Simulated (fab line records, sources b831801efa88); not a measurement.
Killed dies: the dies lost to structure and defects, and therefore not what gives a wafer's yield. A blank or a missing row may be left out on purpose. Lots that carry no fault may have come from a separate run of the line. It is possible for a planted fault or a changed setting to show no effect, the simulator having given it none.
A struck lot beside a sound one + flow sky130 + 16 steps out of a route of 708
Sound: these wafers, L527.1, L527.2, L527.3. Struck: wafers L534.1, L534.3, L534.6. The cause comes at the end.
At each step with rows: each side's tool, then ch and its chambers, then its first start. Under that, the readings that differ: sound wafers + struck wafers + difference of the means + sigmas: that difference in standard deviations of wafers without a fault.
alike: same words and numbers on both sides, and readings whose means sit less than 2 such deviations apart. not compared: any withheld reading, any reading some wafer has no value for, any bound like >300 that may hide the same value, and any number with overlapping values for which the record gives no deviation.
A row with sigmas, a row that says differs or no value, or rows on one side alone: a step with any of these is where the two part. When numbers do not overlap yet have no deviation, they are printed without sigmas and do not part them. A reading missing from all wafers of one side parts the sides only when that side holds two or more wafers.

first, 5 steps without rows for these wafers: SKY_POLY_GATE_COAT_08 (resist thk 450 nm); SKY_POLY_GATE_SOFTBAKE_09 (time 90 s); SKY_POLY_GATE_EXPOSE_10 (exposes mask P1M, target cd 150 nm); SKY_POLY_GATE_PEB_11; SKY_POLY_GATE_DEVELOP_12 (develop time 60 s).
SKY_POLY_GATE_CD_MEAS_13: the cd target is 150 nm.
  struck on cd sem-02, day 20 07:22; sound on cd sem-01, day 17 10:55
  alike: cd nm
SKY_POLY_GATE_OVL_MEAS_14:
  struck on overlay-02, day 20 07:29; sound on overlay-02, day 17 11:02
| reading            | sound  | struck    | difference | sigmas |
|--------------------|--------|-----------|------------|--------|
| POLY_GATE_OVL (nm) | 11 4 4 | -8 -11 -1 | -13        | -2     |
SKY_POLY_GATE_ETCH_15: etches BARC in N2/H2, stops on SiO2, time 118.5 s, target depth 110 nm.
  sound on rie diel-01 ch 0,1,2, day 17 11:05; struck on rie diel-01 ch 0,2, day 20 07:32
  alike: drypump motor current A, oes product au, rf fwd power W, throttle valve pct
  not compared: rf hours counter h
SKY_POLY_GATE_ETCH_16: etches Si3N4 in CH3F/O2, stops on poly-Si, time 147.5 s, target depth 75 nm.
  sound on rie diel-01 ch 0,1,2, day 17 11:10; struck on rie diel-01 ch 0,2, day 20 07:37
  alike: drypump motor current A, oes product au, rf fwd power W, throttle valve pct
  not compared: rf hours counter h
SKY_POLY_GATE_ETCH_17: etches poly-Si in HBr/Cl2, stops on SiO2, target depth 180 nm, time 70.5 s.
  sound on rie si-01 ch 0,1,3, day 17 11:16; struck on rie si-01 ch 0,1, day 20 07:43
  alike: drypump motor current A, oes product au, rf fwd power W, throttle valve pct
  not compared: rf hours counter h
SKY_POLY_GATE_STRIP_18: strips in O2/N2.
  sound on plasma asher-03 ch 0,1, day 17 11:19; struck on plasma asher-04 ch 0, day 20 07:46
  alike: drypump motor current A, oes product au, strip time to endpoint s
  not compared: rf hours counter h
then, 1 step without rows for these wafers: SKY_POLY_GATE_CLEAN_19 (cleans in SC1/SC2, time 150 s).
SKY_POLY_GATE_OXIDATION_20: stabilise 600 s, purge 300 s, target thk 4 nm.
  sound on furnace-01 ch 0, day 17 14:53; struck on furnace-02 ch 0, day 20 07:55
| reading                                          | sound             | struck            | difference | sigmas |
|--------------------------------------------------|-------------------|-------------------|------------|--------|
| spike tc centre C (C)                            | 848.6 850.4 852.7 | 894.9 895.3 894.4 | +44.3      | +40    |
| spike tc lower C (C)                             | 851.4 849.2 848.0 | 843.7 845.3 843.6 | -5.3       | -5     |
| spike tc upper C (C)                             | 848.4 847.6 849.7 | 844.7 845.6 844.4 | -3.7       | -3     |
| zone power centre pct (%)                        | 16.7 17.1 17.0    | 36.2 36.1 35.7    | +19.1      | +19    |
| zone power lower pct (%)                         | 18.2 18.3 18.1    | 8.5 8.6 8.7       | -9.6       | -12    |
| zone power upper pct (%)                         | 14.98 14.97 14.71 | 8.00 7.98 7.92    | -6.92      | -31    |
| model.SiO2_of_POLY_GATE_OXIDATION_20.thk nm (nm) | 3.842 3.927 3.844 | 4.059 4.223 4.689 | +0.453     |        |
SKY_POLY_GATE_THK_MEAS_21:
  struck on film metro-04, day 20 09:10; sound on film metro-04, day 17 16:11
| reading                      | sound          | struck         | difference | sigmas |
|------------------------------|----------------|----------------|------------|--------|
| POLY_GATE_OXIDATION_THK (nm) | 3.83 3.94 3.87 | 4.02 4.21 4.72 | +0.44      | +5     |
SKY_POLY_GATE_CD_MEAS_22:
  struck on cd sem-02, day 20 09:13; sound on cd sem-02, day 17 16:22
  alike: cd nm
-- here the record skips 28 days between the struck wafers' starts before and after, leaving off in module POLY_GATE and picking up in module PAD_OPEN (first step shown: number 708 of the route) --
SKY_PAD_OPEN_PROBE_99:
  struck on prober-01, day 48 12:05; sound on prober-02, day 46 16:58
| reading                         | sound             | struck            | difference | sigmas |
|---------------------------------|-------------------|-------------------|------------|--------|
| model.etest.tip sonos.rs ohm sq | 2596 2662 2612    | 2766 2744 2900    | +180       |        |
| model.etest.tip p.rs ohm sq     | 6908 6961 6947    | 6962 6972 7021    | +46        |        |
| model.etest.tip n.rs ohm sq     | 433.8 438.6 434.2 | 441.8 443.4 453.4 | +10.7      |        |
  alike: killed_at_M0_to_M3, killed_at_M4_up, killed at contacts, killed at front end, killed at other, killed dies, killed open, killed short
  not compared: model.etest.res pdiff.rs ohm sq, model.etest.res ndiff.rs ohm sq

== WHERE THEY PART ==
At SKY_POLY_GATE_OVL_MEAS_14 first; at SKY_POLY_GATE_THK_MEAS_21 last (within this record only). Later steps at which nothing parts them and some readings are alike: SKY_POLY_GATE_CD_MEAS_22, SKY_PAD_OPEN_PROBE_99.

WHY: what had been put in by the simulator
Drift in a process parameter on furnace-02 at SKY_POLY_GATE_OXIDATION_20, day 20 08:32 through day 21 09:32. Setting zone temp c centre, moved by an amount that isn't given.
